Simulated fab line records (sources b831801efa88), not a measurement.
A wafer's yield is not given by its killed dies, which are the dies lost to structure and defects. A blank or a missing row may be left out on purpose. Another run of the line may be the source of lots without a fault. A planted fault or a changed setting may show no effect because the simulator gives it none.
fab line records	flow sky130
record lots=14	wafers=42	last-day=50
route steps=708 shown METAL3@563 VIA3@582
lots that met no fault: from a run of the same line without faults
start-h: hours from the record's first day to the start of the lot's first wafer shown	wait-h: how many hours have passed since the lot's step before this one	" the same as in the row above	L1.1+2: one row covering several wafers at once	- no value, or no start was given	* or withheld: withheld	< > ~ a bound
route shown NAME@n: a module of which the file shows steps, and the number in the route of the first	usual: average and standard deviation across the fault-free wafers	same: alike in all rows	chamber/n: place in a boat	sites: the reading at each site	_std_site: how widely they spread, as a standard deviation	_edge_site: outer sites' mean less inner sites'	radius-mm: how far each site lies from the wafer's centre	mask NAME#n: copy n	behind: the last tool/chamber to shape the wafer	hold: cause of the lot's hold/its duration in hours/its outcome	device: names the non-switching transistor (n, p or np)	end of line: the same wafers' tests at the end of the route	step lacking rows: just its recipe	killed: not the wafer's yield, but the dies lost to structure and defects at the first sort	map: a wafer's dies, x killed, . not, _ none there
set.NAME: the setting as run; set.NAME@STEP: as run at that earlier step	model.NAME: the simulator's own value behind a step, which no gauge read
a sample of lots followed through the steps of the route, with each step as a table and each wafer as a row
services: when a tool's chamber went out of use (start-h, in hours from the record's first day, below 0 if earlier), for how many hours, and the reason
## steps
# step SKY_METAL3_CD_MEAS_13
# recipe target-cd-nm=300
# usual cd-nm=300.4/1.5
lot.wafer	tool	chamber	start-h	wait-h	cd-nm
L216.2	cd-sem-01	-	900.99	-	299.9
L216.3	"	-	"	"	299.3
L216.4	"	-	"	"	299.8
L220.1	cd-sem-01	-	954.96	-	298.9
L220.4	"	-	"	"	298.3
L220.6	"	-	"	"	299.9
L219.2	cd-sem-01	-	955.63	-	299.8
L219.3	"	-	"	"	298.9
L219.6	"	-	"	"	300.5
L222.2	cd-sem-01	-	960.58	-	302.8
L222.3	"	-	"	"	302.1
L222.4	"	-	"	"	302.2
L224.2	cd-sem-02	-	960.93	-	300.7
L224.4	"	-	"	"	300.3
L224.5	"	-	"	"	298.9
L226.4	cd-sem-02	-	992.89	-	298.1
L226.5	"	-	"	"	299.3
L226.6	"	-	"	"	300.0
L228.3	cd-sem-01	-	993.05	-	301.3
L228.4	"	-	"	"	301.8
L228.5	"	-	"	"	303.1
L230.2	cd-sem-02	-	1002.95	-	298.5
L230.3	"	-	"	"	298.4
L230.5	"	-	"	"	299.6
L232.1	cd-sem-01	-	1012.38	-	298.6
L232.4	"	-	"	"	300.4
L232.5	"	-	"	"	299.6
L236.3	cd-sem-02	-	1033.31	-	300.8
L236.4	"	-	"	"	301.6
L236.5	"	-	"	"	301.5
L235.2	cd-sem-02	-	1037.23	-	301.0
L235.4	"	-	"	"	301.8
L235.6	"	-	"	"	302.4
L237.1	cd-sem-01	-	1038.78	-	299.9
L237.2	"	-	"	"	298.9
L237.3	"	-	"	"	299.3
L238.1	cd-sem-01	-	1049.53	-	300.9
L238.2	"	-	"	"	301.5
L238.5	"	-	"	"	300.9
L239.1	cd-sem-02	-	1050.81	-	301.5
L239.3	"	-	"	"	299.8
L239.4	"	-	"	"	303.0
# step SKY_METAL3_ETCH_17
# recipe target=SiO2	stop-on=TiN	chemistry=C4F8/O2/Ar	source-w=1500	bias-w=1200	pressure-mtorr=40	c4f8-flow-sccm=withheld	O2_flow_sccm=6	Ar_flow_sccm=300	time-s=3.9	target-depth-a=150
# usual oes-product-au=0.749/0.0069
lot.wafer	tool	chamber	start-h	wait-h	oes-product-au	rf-hours-counter-h
L216.2	rie-diel-03	3	901.38	0.1	0.740	14
L216.3	"	0	"	"	0.749	14
L216.4	"	1	"	"	0.740	18
L220.1	rie-diel-03	0	955.24	0.1	0.751	16
L220.4	"	1	"	"	0.754	-
L220.6	"	2	"	"	0.760	-
L219.2	rie-diel-02	3	955.89	0.1	0.740	15
L219.3	"	2	"	"	0.741	0
L219.6	"	0	"	"	0.745	-
L222.2	rie-diel-02	0	960.84	0.1	0.739	17
L222.3	"	3	"	"	0.748	15
L222.4	"	2	"	"	0.752	0
L224.2	rie-diel-03	0	961.19	0.1	0.736	17
L224.4	"	1	"	"	0.740	20
L224.5	"	2	"	"	0.750	-
L226.4	rie-diel-03	0	993.12	0.0	0.756	18
L226.5	"	1	"	"	0.750	-
L226.6	"	0	"	"	0.757	-
L228.3	rie-diel-02	1	993.29	0.0	0.745	10
L228.4	"	0	"	"	0.752	17
L228.5	"	3	"	"	0.766	-
L230.2	rie-diel-02	1	1003.22	0.1	0.747	11
L230.3	"	0	"	"	0.741	18
L230.5	"	1	"	"	0.753	-
L232.1	rie-diel-04	0	1012.67	0.1	0.744	19
L232.4	"	2	"	"	0.758	6
L232.5	"	2	"	"	0.752	-
L236.3	rie-diel-02	2	1033.55	0.0	0.738	3
L236.4	"	1	"	"	0.749	12
L236.5	"	3	"	"	0.744	-
L235.2	rie-diel-04	0	1037.49	0.1	0.754	19
L235.4	"	3	"	"	0.755	8
L235.6	"	3	"	"	0.755	-
L237.1	rie-diel-02	3	1039.07	0.1	0.744	18
L237.2	"	0	"	"	0.737	19
L237.3	"	1	"	"	0.738	12
L238.1	rie-diel-04	2	1049.82	0.1	0.734	7
L238.2	"	0	"	"	0.746	20
L238.5	"	1	"	"	0.753	-
L239.1	rie-diel-04	0	1051.09	0.1	0.755	20
L239.3	"	1	"	"	0.738	9
L239.4	"	3	"	"	0.761	8
# step SKY_VIA3_EXPOSE_09
# recipe mask-id=VIM3	na=0.8	source-shape=annular	sigma-inner=0.55	sigma-outer=0.85	target-cd-nm=200	dose-mj=38
# usual exposure-dose-mJ-cm2=37.84/0.051	focus-offset-nm=0.0/0.49
lot.wafer	tool	chamber	start-h	wait-h	mask	exposure-dose-mJ-cm2	focus-offset-nm
L216.2	krf-scanner-02	0	914.39	-	VIM3#0	37.76	-0.3
L216.3	"	0	"	"	VIM3#0	37.73	-0.4
L216.4	"	0	"	"	VIM3#0	37.77	-1.1
L220.1	krf-scanner-01	0	968.43	-	VIM3#0	37.89	-0.5
L220.4	"	0	"	"	VIM3#0	37.84	0.1
L220.6	"	0	"	"	VIM3#0	37.92	0.9
L219.2	krf-scanner-01	0	969.04	-	VIM3#0	37.84	0.3
L219.3	"	0	"	"	VIM3#0	37.84	0.1
L219.6	"	0	"	"	VIM3#0	37.86	0.8
L222.2	krf-scanner-01	0	974.24	-	VIM3#0	37.87	0.0
L222.3	"	0	"	"	VIM3#0	37.84	0.7
L222.4	"	0	"	"	VIM3#0	37.90	0.0
L224.2	krf-scanner-02	0	974.48	-	VIM3#0	37.79	-0.4
L224.4	"	0	"	"	VIM3#0	37.81	0.3
L224.5	"	0	"	"	VIM3#0	37.80	-0.2
L226.4	krf-scanner-01	-	1006.88	-	VIM3#0	-	-
L226.5	"	-	"	"	VIM3#0	-	-
L226.6	"	-	"	"	VIM3#0	-	-
L228.3	krf-scanner-02	-	1007.22	-	VIM3#0	-	-
L228.4	"	-	"	"	VIM3#0	-	-
L228.5	"	-	"	"	VIM3#0	-	-
L230.2	krf-scanner-01	0	1016.59	-	VIM3#0	37.84	0.4
L230.3	"	0	"	"	VIM3#0	37.91	-0.1
L230.5	"	0	"	"	VIM3#0	37.89	0.3
L232.1	krf-scanner-01	0	1026.21	-	VIM3#0	37.87	0.0
L232.4	"	0	"	"	VIM3#0	37.83	-0.4
L232.5	"	0	"	"	VIM3#0	37.88	0.1
L236.3	krf-scanner-01	0	1045.67	-	VIM3#0	37.86	0.3
L236.4	"	0	"	"	VIM3#0	37.87	-0.1
L236.5	"	0	"	"	VIM3#0	37.89	0.3
L235.2	krf-scanner-01	0	1050.35	-	VIM3#0	37.97	-0.9
L235.4	"	0	"	"	VIM3#0	37.82	-1.0
L235.6	"	0	"	"	VIM3#0	37.98	-0.2
L237.1	krf-scanner-01	0	1051.13	-	VIM3#0	37.88	0.0
L237.2	"	0	"	"	VIM3#0	37.90	0.7
L237.3	"	0	"	"	VIM3#0	37.91	0.0
L238.1	krf-scanner-01	0	1062.53	-	VIM3#0	37.84	-0.4
L238.2	"	0	"	"	VIM3#0	37.84	-0.1
L238.5	"	0	"	"	VIM3#0	37.87	-0.4
L239.1	krf-scanner-02	0	1064.40	-	VIM3#0	37.83	0.2
L239.3	"	0	"	"	VIM3#0	37.79	1.2
L239.4	"	0	"	"	VIM3#0	37.84	0.9
# step SKY_VIA3_ETCH_14
# recipe chemistry=N2/H2	target=BARC	ion-energy-ev=200	source-w=500	bias-w=100	pressure-mtorr=30	n2-flow-sccm=100	h2-flow-sccm=200	stop-on=SiO2	time-s=45.9	target-depth-a=600
# usual drypump-motor-current-A=5.8/0.49	oes-product-au=0.855/0.0049	throttle-valve-pct=13.224/0.0085
lot.wafer	tool	chamber	start-h	wait-h	drypump-motor-current-A	oes-product-au	rf-hours-counter-h	throttle-valve-pct
L216.2	rie-diel-03	0	926.93	0.0	6.6	0.859	15	13.218
L216.3	"	1	"	"	5.7	0.856	18	13.231
L216.4	"	2	"	"	6.1	0.859	28	13.221
L220.1	rie-diel-02	2	980.52	0.0	5.7	0.857	1	13.228
L220.4	"	1	"	"	5.3	0.851	10	13.234
L220.6	"	3	"	"	6.3	0.864	-	13.227
L219.2	rie-diel-03	0	981.06	0.0	6.5	0.858	17	13.232
L219.3	"	2	"	"	6.1	0.852	30	13.222
L219.6	"	1	"	"	5.7	0.855	-	13.215
L222.2	rie-diel-03	0	986.27	0.0	6.6	0.861	17	13.221
L222.3	"	2	"	"	6.1	0.852	30	13.230
L222.4	"	1	"	"	5.7	0.850	21	13.216
L224.2	rie-diel-02	2	986.62	0.0	5.7	0.850	1	13.232
L224.4	"	1	"	"	5.3	0.853	10	13.228
L224.5	"	0	"	"	6.2	0.856	-	13.225
L226.4	rie-diel-01	2	1018.32	0.0	5.0	0.855	24	13.215
L226.5	"	2	"	"	5.0	0.853	-	13.222
L226.6	"	3	"	"	6.2	0.849	-	13.230
L228.3	rie-diel-02	1	1018.41	0.0	5.3	0.857	11	13.223
L228.4	"	2	"	"	5.7	0.857	2	13.228
L228.5	"	1	"	"	5.3	0.857	-	13.244
L230.2	rie-diel-02	2	1028.26	0.0	5.7	0.851	2	13.233
L230.3	"	3	"	"	6.3	0.859	17	13.222
L230.5	"	3	"	"	6.3	0.854	-	13.239
L232.1	rie-diel-02	2	1037.46	0.0	5.7	0.861	3	13.227
L232.4	"	0	"	"	6.2	0.847	19	13.216
L232.5	"	1	"	"	5.3	0.860	-	13.230
L236.3	rie-diel-02	0	1056.94	0.0	6.2	0.848	19	13.233
L236.4	"	3	"	"	6.3	0.860	18	13.224
L236.5	"	0	"	"	6.2	0.852	-	13.215
L235.2	rie-diel-01	1	1061.71	0.0	5.1	0.854	12	13.223
L235.4	"	0	"	"	5.5	0.850	7	13.231
L235.6	"	1	"	"	5.1	0.855	-	13.218
L237.1	rie-diel-03	0	1062.12	0.0	6.6	0.858	20	13.214
L237.2	"	1	"	"	5.7	0.860	23	13.216
L237.3	"	2	"	"	6.1	0.856	2	13.225
L238.1	rie-diel-01	3	1072.79	0.0	6.2	0.857	30	13.235
L238.2	"	1	"	"	5.1	0.866	13	13.230
L238.5	"	2	"	"	5.0	0.860	-	13.220
L239.1	rie-diel-01	1	1074.58	0.0	5.1	0.859	13	13.224
L239.3	"	3	"	"	6.2	0.851	30	13.240
L239.4	"	2	"	"	5.0	0.854	25	13.237
## services
tool	chamber	start-h	hours	kind
krf-scanner-01	-	878.56	0.8	pm
rie-diel-02	3	893.07	5.3	repair
krf-scanner-02	-	902.62	3.6	pm
rie-diel-02	-	907.38	0.3	repair
rie-diel-03	-	921.90	1.0	repair
rie-diel-01	-	926.90	15.6	pm
krf-scanner-01	-	930.23	4.4	pm
rie-diel-03	3	934.16	25.3	repair
krf-scanner-01	-	935.47	7.2	pm
krf-scanner-01	-	942.67	3.6	pm
krf-scanner-02	-	945.22	7.7	repair
krf-scanner-02	-	952.95	1.0	pm
krf-scanner-02	-	962.69	3.0	pm
krf-scanner-02	-	970.69	0.8	pm
rie-diel-04	0	993.67	7.4	repair
krf-scanner-01	-	995.10	1.3	pm
krf-scanner-01	-	1027.46	11.8	repair
rie-diel-03	-	1032.88	2.7	repair
rie-diel-01	-	1037.52	2.8	pm
krf-scanner-01	-	1039.28	1.0	pm
rie-diel-02	0	1039.28	1.9	repair
rie-diel-03	-	1047.06	4.1	repair
krf-scanner-01	-	1047.36	0.8	pm
krf-scanner-02	-	1050.12	1.3	pm
## key
first-sign step=SKY_VIA3_EXPOSE_09	reading=tool-record	direction=missing
effect none on later readings
met-at SKY_VIA3_EXPOSE_09
struck-lots L226,L228
later-rows-left-out L226.4,L226.5,L226.6,L228.3,L228.4,L228.5
sort-left-out L226.4,L226.5,L226.6,L228.3,L228.4,L228.5
tester-left-out L226,L228
not-acting-at SKY_METAL3_CD_MEAS_13,SKY_METAL3_ETCH_17,SKY_VIA3_ETCH_14
onset-between 974.48 1006.88
earlier-fault kind=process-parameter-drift	tool=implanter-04	chamber=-	onset-h=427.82	steps=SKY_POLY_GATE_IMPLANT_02	channel=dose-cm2	offset=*	shape=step	end-h=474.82	acts-in=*	stated=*
fault kind=skipped-step-whole	tool=krf-scanner-01,krf-scanner-02	chamber=-	onset-h=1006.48	steps=SKY_VIA3_EXPOSE_09	scope=struck-lots-only
# tester-left-out: of these lots the tester's yield and bins aren't shown, on N5 and GAA mostly nor the transistor test; their killed dies are dies lost to structure and defects alone, not to doping, threshold or leakage, so they don't give the yield
# sort-left-out: the simulated sort isn't trusted on such a fault, so these wafers' sort isn't shown, and their yield isn't known
# later-rows-left-out: the simulator's readings of these wafers behind a module that went badly wrong aren't trusted and aren't shown, but for the sort
